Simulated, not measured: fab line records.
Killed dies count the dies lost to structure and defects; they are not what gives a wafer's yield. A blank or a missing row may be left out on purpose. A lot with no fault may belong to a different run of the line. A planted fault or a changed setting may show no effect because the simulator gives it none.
The same fault as seen by 2 desks | flow gf180mcu | each desk holds nothing but its own numbers, with what lay behind them at the end

DESK OF THE TOOL OWNER: pvd_sputter-04
The tool's own readings at GF_V3_SPUTTER_22 (material TiN, target thk 10 nm, time 40 s): means of the sampled wafers that have a number, for each lot that ran on this tool. A lot is out of limits, marked OUT, if its mean lies more than 4 standard deviations from the usual mean; the brackets give that distance.
Columns: A = cathode_dc_power_W at GF_V3_SPUTTER_22, usual 4000.0 W; B = throttle_valve_pct at GF_V3_SPUTTER_22, usual 30.8 %
lot  | first seen here | A                        | B
L336 | day 22 18:36    | 3999.7                   | 31.1
L346 | day 26 08:33    | 4171.5 (+99 or more) OUT | 31.2
L348 | day 26 16:50    | 4171.2 (+99 or more) OUT | 30.7
This desk's finding: out of limits on L346, L348; first on L346, day 26 08:33 (cathode_dc_power_W at GF_V3_SPUTTER_22). Within limits: L336.

AT THE METROLOGY DESK
Lot by lot, what the gauges showed, no matter which tool ran the lot: averages of those sampled wafers that carry a number. A lot is out of limits, marked OUT, if its mean lies more than 4 standard deviations from the usual mean; the brackets give that distance.
Columns: A = cd_nm at GF_V3_CD_MEAS_14, usual 259.6 nm; B = V3_OVL at GF_V3_OVL_MEAS_15, usual -2 nm
lot  | first seen here | A     | B
L336 | day 22 17:44    | 259.0 | -3
L346 | day 26 07:21    | 260.5 | 6
L348 | day 26 15:58    | 260.0 | -10
L350 | day 27 08:44    | 259.5 | -5
L354 | day 28 08:38    | 259.5 | -3
L359 | day 29 13:10    | 259.3 | 0
This desk's finding: nothing out of limits on any of the 6 lots.

ALL TOGETHER
The tool owner's desk had the chance to raise an alarm at day 26 08:33 on L346, L348.
At the metrology desk, nothing out of limits was observed.
The metrology desk has L346, L348 on record, within its limits.
The lots listed all ran GF_V3_SPUTTER_22 on pvd_sputter-04.

WHAT THE SIMULATOR PUT IN
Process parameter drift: pvd_sputter-04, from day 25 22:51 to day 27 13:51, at GF_V3_SPUTTER_22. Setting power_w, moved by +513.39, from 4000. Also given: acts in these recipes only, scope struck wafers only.
Struck lots among those shown: L346, L348.
Time in hours from fault onset to the first out-of-limits reading at each desk: the tool owner's desk, 10.
